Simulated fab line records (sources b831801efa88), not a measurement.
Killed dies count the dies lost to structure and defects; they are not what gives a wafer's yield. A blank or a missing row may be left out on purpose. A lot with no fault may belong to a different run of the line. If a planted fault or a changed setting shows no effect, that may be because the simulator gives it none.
Shared-tool check    flow sky130    13 lots and 39 wafers in the sample

## WHAT PROMPTED THE OPENING
SKY_LDD_LDN_OVL_MEAS_07, reading LDD_LDN_OVL: flagged on 4 of 13 lots. Fault-free wafers read 0.3 nm, with a standard deviation of 1.4.
Rule: flag the lot when none of its wafers has a number, or when each of its wafers that has one lies beyond 4 standard deviations from that mean. The other lots count as sound.

lot   measured      on          LDD_LDN_OVL (nm), wafer by wafer  flag
L671  day 22 23:07  overlay-02  0.1 0.6 1.2                       
L672  day 23 00:37  overlay-01  0.1 -0.8 -2.1                     
L673  day 23 18:32  overlay-02  -0.1 1.1 2.0                      
L676  day 25 01:57  overlay-01  -53.9 -53.4 -54.6                 FLAGGED
L678  day 26 03:51  overlay-01  -54.3 -55.8 -54.3                 FLAGGED
L679  day 26 04:49  overlay-01  -53.7 -52.7 -54.8                 FLAGGED
L680  day 26 08:41  overlay-01  -53.5 -53.2 -52.5                 FLAGGED
L681  day 26 16:02  overlay-01  3.7 3.1 1.0                       
L685  day 27 22:27  overlay-01  1.6 -0.2 -1.3                     
L686  day 28 06:56  overlay-01  1.6 -0.3 0.0                      
L687  day 28 13:49  overlay-01  -1.0 -0.8 1.0                     
L688  day 28 23:31  overlay-01  0.9 0.2 0.2                       
L690  day 29 17:29  overlay-01  0.7 1.5 0.4                       
On average the flagged lots' numbers are -53.9 nm, which is -54.2 nm against the usual, or -39 standard deviations.

## WHICH TOOL RAN EACH LOT
2 process steps preceding the reading are held in the record, out of 708 steps in the route. Every cell lists first the tool, next ch and the chambers used by the sampled wafers, and last the start.
lot   flag     SKY_FIELD_ISO_ETCH_17            SKY_LDD_LDN_EXPOSE_04
L671           rie_si-01 ch 0,1,2, day 2 06:16  iline_stepper-01 ch 0, day 22 08:14
L672           rie_si-02 ch 2,3, day 2 10:46    iline_stepper-02 ch 0, day 22 10:12
L673           rie_si-02 ch 1,2, day 2 15:17    iline_stepper-01 ch 0, day 23 03:57
L676  FLAGGED  rie_si-02 ch 0,3, day 3 08:32    iline_stepper-02 ch 0, day 24 10:40
L678  FLAGGED  rie_si-02 ch 2,3, day 3 20:04    iline_stepper-02 ch 0, day 25 13:27
L679  FLAGGED  rie_si-01 ch 0,2,3, day 3 21:47  iline_stepper-02 ch 0, day 25 14:31
L680  FLAGGED  rie_si-02 ch 0,1,2, day 4 03:50  iline_stepper-02 ch 0, day 25 18:49
L681           rie_si-02 ch 1,3, day 4 08:49    iline_stepper-01 ch 0, day 26 01:40
L685           rie_si-02 ch 0,1,3, day 5 05:40  iline_stepper-01 ch 0, day 27 08:25
L686           rie_si-02 ch 0,1,3, day 5 10:23  iline_stepper-01 ch 0, day 27 16:56
L687           rie_si-02 ch 0,1, day 5 18:32    iline_stepper-01 ch 0, day 27 23:41
L688           rie_si-01 ch 0,3, day 5 23:56    iline_stepper-01 ch 0, day 28 09:23
L690           rie_si-02 ch 0,3, day 6 10:14    iline_stepper-01 ch 0, day 29 03:20
These steps, and what they do:
- SKY_FIELD_ISO_ETCH_17: etches Si in HBr/Cl2/O2, target depth 342 nm, time 97.7 s.
- SKY_LDD_LDN_EXPOSE_04: exposes mask LDNTM, target cd 700 nm.
- SKY_LDD_LDN_OVL_MEAS_07

## FLAGGED OVER TOTAL, TOOL BY TOOL (the gauges that took the reading come last)
step                     tool              lots run  flagged  share of the flagged lots  sound lots run after its first flagged lot
SKY_FIELD_ISO_ETCH_17    rie_si-01         3         1        some                       1 (L688)
SKY_FIELD_ISO_ETCH_17    rie_si-02         10        3        some                       5 (L681,L685,L686,L687,L690)
SKY_LDD_LDN_EXPOSE_04    iline_stepper-01  8         0        none                       -
SKY_LDD_LDN_EXPOSE_04    iline_stepper-02  5         4        all                        0
SKY_LDD_LDN_OVL_MEAS_07  overlay-01        11        4        all                        6 (L681,L685,L686,L687,L688,L690)
SKY_LDD_LDN_OVL_MEAS_07  overlay-02        2         0        none                       -

## WHAT THE TABLE PERMITS
Rows of the table that ran all the flagged lots, 2 in number: iline_stepper-02 at SKY_LDD_LDN_EXPOSE_04; overlay-01 at SKY_LDD_LDN_OVL_MEAS_07.
- iline_stepper-02 at SKY_LDD_LDN_EXPOSE_04 ran 5 lots, 4 of them flagged. It ran its last sound lot, L672, at day 22 10:12 and its first flagged lot, L676, at day 24 10:40: a fault with its onset between the two fits.
- overlay-01 at SKY_LDD_LDN_OVL_MEAS_07 ran 11 lots, 4 of them flagged. Sound lots ran on it after the first flagged one (L681, L685, L686, L687, L688, L690), which a lasting fault on the whole tool wouldn't allow.
Left over: one tool, iline_stepper-02 at SKY_LDD_LDN_EXPOSE_04.

## WHAT THE SIMULATOR HAD PUT IN
Scanner matching overlay: iline_stepper-02, from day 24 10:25 on, at SKY_LDD_LDN_EXPOSE_04. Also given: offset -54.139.
Lots struck among those shown: L676, L678, L679, L680. The rule above reached the same finding.
